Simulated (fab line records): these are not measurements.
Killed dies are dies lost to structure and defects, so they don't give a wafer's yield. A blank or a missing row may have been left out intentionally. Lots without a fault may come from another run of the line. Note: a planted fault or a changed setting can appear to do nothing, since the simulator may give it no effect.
The tool behind it: which one? | flow sky130 | at 1 step of a route of 708, 10 lots with 30 wafers sampled

== WHAT THE GAUGES READ, wafer by wafer ==
SKY_VIA2_OVL_MEAS_13.
lot  | measured     | on         | VIA2_OVL (nm)
L988 | day 37 13:32 | overlay-02 | 0 -8 0
L991 | day 38 10:11 | overlay-01 | 2 0 9
L992 | day 38 16:41 | overlay-01 | 4 3 1
L994 | day 39 02:46 | overlay-01 | -10 0 2
L996 | day 39 23:16 | overlay-02 | 0 -6 -1
L997 | day 40 01:11 | overlay-02 | 7 5 3
L998 | day 40 06:13 | overlay-01 | 11 9 16
L100 | day 41 00:16 | overlay-02 | -1 -5 9
L103 | day 41 14:27 | overlay-02 | -1 -1 -3
L104 | day 42 00:30 | overlay-02 | 4 4 8

== WHICH TOOL RAN EACH LOT (tool, then ch and the chambers of the sampled wafers, then the start) ==
No process step before these readings appears in the record.

== THE ANSWER, worked out from the rows above alone ==
Rule: what is usual is taken from the lots themselves. Put in order of their means at a reading, lots are off if they are a third of the lots or fewer, leave a main group of 4 or more, and stand apart from it by a gap of 3 or more times the standard deviation of the main group's means; of several such gaps the widest counts. Not used: any main group whose means are identical at the precision the tables above print for the reading. A lot without any number at a reading at which 4 lots or more have one is off too. All remaining lots with rows at the step are treated as sound.
Nothing can be told from this: no lot is off at any reading shown.

== WHAT WAS PUT IN BY THE SIMULATOR ==
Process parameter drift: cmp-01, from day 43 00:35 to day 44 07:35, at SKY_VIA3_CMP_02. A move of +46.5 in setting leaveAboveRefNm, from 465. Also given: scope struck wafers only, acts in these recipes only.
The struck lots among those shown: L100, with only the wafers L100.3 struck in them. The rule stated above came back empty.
